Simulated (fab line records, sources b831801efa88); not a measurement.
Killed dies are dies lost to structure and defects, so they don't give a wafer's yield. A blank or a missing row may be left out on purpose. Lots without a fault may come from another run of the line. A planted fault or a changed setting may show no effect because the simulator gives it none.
Which tool did it? | flow gf180mcu | 7 lots, 21 wafers sampled, at 1 step of a route of 602

WHAT THE GAUGES READ, wafer by wafer
GF_MIM_THK_MEAS_11: measures by xrf.
lot  | measured     | on            | MIM_ALCU_THK (nm)
L455 | day 25 07:11 | film_metro-04 | 204 205 208
L458 | day 26 07:59 | film_metro-03 | 199 195 195
L460 | day 27 07:40 | film_metro-03 | 202 200 202
L462 | day 27 19:35 | film_metro-04 | 211 202 206
L464 | day 28 09:22 | film_metro-03 | 200 202 199
L466 | day 28 19:29 | film_metro-03 | 202 201 199
L474 | day 31 09:02 | film_metro-04 | 203 206 202

WHICH TOOL RAN EACH LOT (tool, then ch and the chambers of the sampled wafers, then the start)
The record holds no process step before these readings.

THE ANSWER, worked out from the rows above alone
Rule: what is usual is taken from the lots themselves. Put in order of their means at a reading, lots are off if they are a third of the lots or fewer, leave a main group of 4 or more, and stand apart from it by a gap of 3 or more times the standard deviation of the main group's means; of several such gaps the widest counts. A main group whose means are all the same, to the digits that the tables above print for the reading, isn't used. A lot without any number at a reading at which 4 lots or more have one is off too. The other lots that the step has rows for count as sound.
No lot is off at any reading shown: from this, nothing can be told.

WHAT THE SIMULATOR HAD PUT IN
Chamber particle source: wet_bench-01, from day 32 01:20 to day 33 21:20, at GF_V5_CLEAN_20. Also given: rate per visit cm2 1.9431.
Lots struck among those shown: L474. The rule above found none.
